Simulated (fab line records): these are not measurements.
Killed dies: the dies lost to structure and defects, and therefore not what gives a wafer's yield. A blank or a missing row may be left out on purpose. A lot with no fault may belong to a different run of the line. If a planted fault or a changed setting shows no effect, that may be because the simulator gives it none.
Which tool did it? / flow gf180mcu / 18 wafers from 6 lots sampled at 3 of the route's 602 steps

WHAT THE GAUGES READ, wafer by wafer
GF_VT_IMPLANT_RS_MEAS_49: uses a four-point probe to measure.
lot=L342; measured=day 7 21:56; on=film_metro-01; MVPSD_RS (ohm/sq)=1167.7 1168.1 1167.6
lot=L344; measured=day 8 12:41; on=film_metro-01; MVPSD_RS (ohm/sq)=1165.1 1164.6 1164.5
lot=L346; measured=day 9 00:38; on=film_metro-02; MVPSD_RS (ohm/sq)=1170.8 1169.1 1168.7
lot=L351; measured=day 10 11:58; on=film_metro-04; MVPSD_RS (ohm/sq)=1171.1 1175.4 1175.5
lot=L356; measured=day 12 03:09; on=film_metro-02; MVPSD_RS (ohm/sq)=1198.2 1206.4 1205.4
lot=L359; measured=day 12 21:15; on=film_metro-01; MVPSD_RS (ohm/sq)=1169.6 1171.0 1170.5

EACH LOT AND THE TOOL THAT RAN IT (in order: tool; ch and the chambers of the sampled wafers; start)
lot=L342; GF_MVPSD_IMPLANT_08=implanter-03 ch 0, day 5 07:28; GF_VT_IMPLANT_STRIP_20=plasma_asher-01 ch 1, day 6 13:32
lot=L344; GF_MVPSD_IMPLANT_08=implanter-04 ch 0, day 5 20:16; GF_VT_IMPLANT_STRIP_20=plasma_asher-01 ch 0, day 7 02:56
lot=L346; GF_MVPSD_IMPLANT_08=implanter-03 ch 0, day 6 06:49; GF_VT_IMPLANT_STRIP_20=plasma_asher-01 ch 0,1, day 7 14:20
lot=L351; GF_MVPSD_IMPLANT_08=implanter-03 ch 0, day 7 13:12; GF_VT_IMPLANT_STRIP_20=plasma_asher-02 ch 0,1, day 8 23:30
lot=L356; GF_MVPSD_IMPLANT_08=implanter-03 ch 0, day 9 00:11; GF_VT_IMPLANT_STRIP_20=plasma_asher-01 ch 0,1, day 10 12:02
lot=L359; GF_MVPSD_IMPLANT_08=implanter-04 ch 0, day 9 16:24; GF_VT_IMPLANT_STRIP_20=plasma_asher-01 ch 0,1, day 11 05:45
- GF_MVPSD_IMPLANT_08
- GF_VT_IMPLANT_STRIP_20: strips in O2/N2.

THE ANSWER, worked out from the rows above alone
Rule: the lots themselves supply what counts as usual. The widest of any qualifying gaps counts: lots, ordered by their means at a reading, are off when they make up no more than a third of the lots, leave a main group of 4 or more, and stand apart from it by 3 or more times the standard deviation of that group's means. A main group whose means are all the same, to the digits that the tables above print for the reading, isn't used. A lot without any number at a reading at which 4 lots or more have one is off too. The other lots that the step has rows for count as sound.
Off: L356, seen at GF_VT_IMPLANT_RS_MEAS_49 (MVPSD_RS). For the main group the mean is 1169.3 ohm/sq and the standard deviation 3.
If a tool, at a process step before that reading, ran all the lots that are off and no sound lot after the first of them, it fits. Gauges at GF_VT_IMPLANT_RS_MEAS_49: tried the same way as those tools. Undecided on this evidence; 2 tools fit (implanter-03 at GF_MVPSD_IMPLANT_08, film_metro-02 at GF_VT_IMPLANT_RS_MEAS_49).

WHAT THE SIMULATOR HAD INSERTED
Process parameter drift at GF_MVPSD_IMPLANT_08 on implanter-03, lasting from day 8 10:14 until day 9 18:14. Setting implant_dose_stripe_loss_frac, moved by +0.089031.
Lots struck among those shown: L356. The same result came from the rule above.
